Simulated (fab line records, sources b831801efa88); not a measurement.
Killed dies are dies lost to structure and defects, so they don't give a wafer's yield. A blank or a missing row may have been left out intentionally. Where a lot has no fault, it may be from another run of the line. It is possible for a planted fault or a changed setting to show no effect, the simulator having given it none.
Which of the tools did it?	flow gf180mcu	14 lots with 42 wafers sampled at 2 steps, on a route of 602 steps

## WHAT THE GAUGES READ, wafer by wafer
GF_SALICIDE_THK_MEAS_05: measures by xrf. Usual: SALICIDE_TIN_THK typically reads 20.33 nm, with standard deviation 0.24.
lot	measured	on	SALICIDE_TIN_THK (nm)	flag
L401	day 14 19:28	filmMetro-01	20.20 19.95 20.23	
L402	day 15 08:28	filmMetro-01	20.23 20.33 19.95	
L403	day 15 10:58	filmMetro-01	20.48 20.20 20.33	
L405	day 16 08:47	filmMetro-01	20.37 20.34 20.23	
L406	day 16 19:43	filmMetro-03	20.74 20.63 20.12	
L408	day 17 18:03	filmMetro-02	20.24 20.14 20.48	
L409	day 17 18:49	filmMetro-02	20.16 20.20 20.51	
L411	day 18 14:10	filmMetro-03	20.53 20.10 20.29	
L415	day 20 09:19	filmMetro-02	20.73 20.60 20.49	
L416	day 20 20:29	filmMetro-01	20.07 20.21 20.13	
L421	day 22 12:47	filmMetro-01	20.53 20.74 20.69	
L422	day 22 18:22	filmMetro-01	20.20 20.12 20.53	
L423	day 23 02:08	filmMetro-02	20.24 20.70 20.35	
L424	day 23 11:56	filmMetro-01	20.24 20.26 20.24	

GF_CONTACT_RS_MEAS_25: measures by four-point-probe. Usual: CONTACT_W_RS typically reads 0.383 ohm/sq, with standard deviation 0.0062.
lot	measured	on	CONTACT_W_RS (ohm/sq)	flag
L401	day 15 18:59	filmMetro-01	0.382 0.383 0.380	
L402	day 16 08:12	filmMetro-03	0.380 0.383 0.385	
L403	day 16 10:40	filmMetro-01	0.389 0.391 0.392	
L405	day 17 09:23	filmMetro-04	0.397 0.389 0.386	
L406	day 17 20:45	filmMetro-04	0.381 0.376 0.385	
L408	day 18 18:39	filmMetro-01	0.386 0.384 0.386	
L409	day 18 19:36	filmMetro-03	0.383 0.386 0.391	
L411	day 19 15:35	filmMetro-04	0.382 0.389 0.383	
L415	day 21 11:04	filmMetro-01	0.381 0.374 0.374	
L416	day 21 22:17	filmMetro-01	0.394 0.394 0.383	
L421	day 23 13:41	filmMetro-04	0.371 0.367 0.373	
L422	day 23 18:35	filmMetro-01	0.382 0.371 0.372	
L423	day 24 01:52	filmMetro-01	0.390 0.384 0.385	
L424	day 24 11:56	filmMetro-01	0.385 0.386 0.386	

## WHICH TOOL RAN EACH LOT (tool, then ch and the chambers of the sampled wafers, then the start)
Record: no process step prior to these readings.

## WHAT THE TOOLS THEMSELVES READ (means of the sampled wafers that have a number; where no wafer has one, the mark that the record gives instead)
The record holds no such reading with a usual standard deviation.

## THE ANSWER, worked out from the rows above alone
Rule: a lot counts as off when the mean over its wafers that have a number is more than 3 standard deviations away from the usual mean. Also off: a lot with no number at a reading for which 4 or more lots have one. The other lots that the step has rows for count as sound. The gauges are gone through in route order, then the tools' own readings, and for those a lot's mean is taken as printed above. At the first step where some lot is off, the reading lying furthest off is the one used; lots without a number count as furthest.
None of the lots is off at any reading shown; this tells nothing.

## WHAT THE SIMULATOR HAD INSERTED
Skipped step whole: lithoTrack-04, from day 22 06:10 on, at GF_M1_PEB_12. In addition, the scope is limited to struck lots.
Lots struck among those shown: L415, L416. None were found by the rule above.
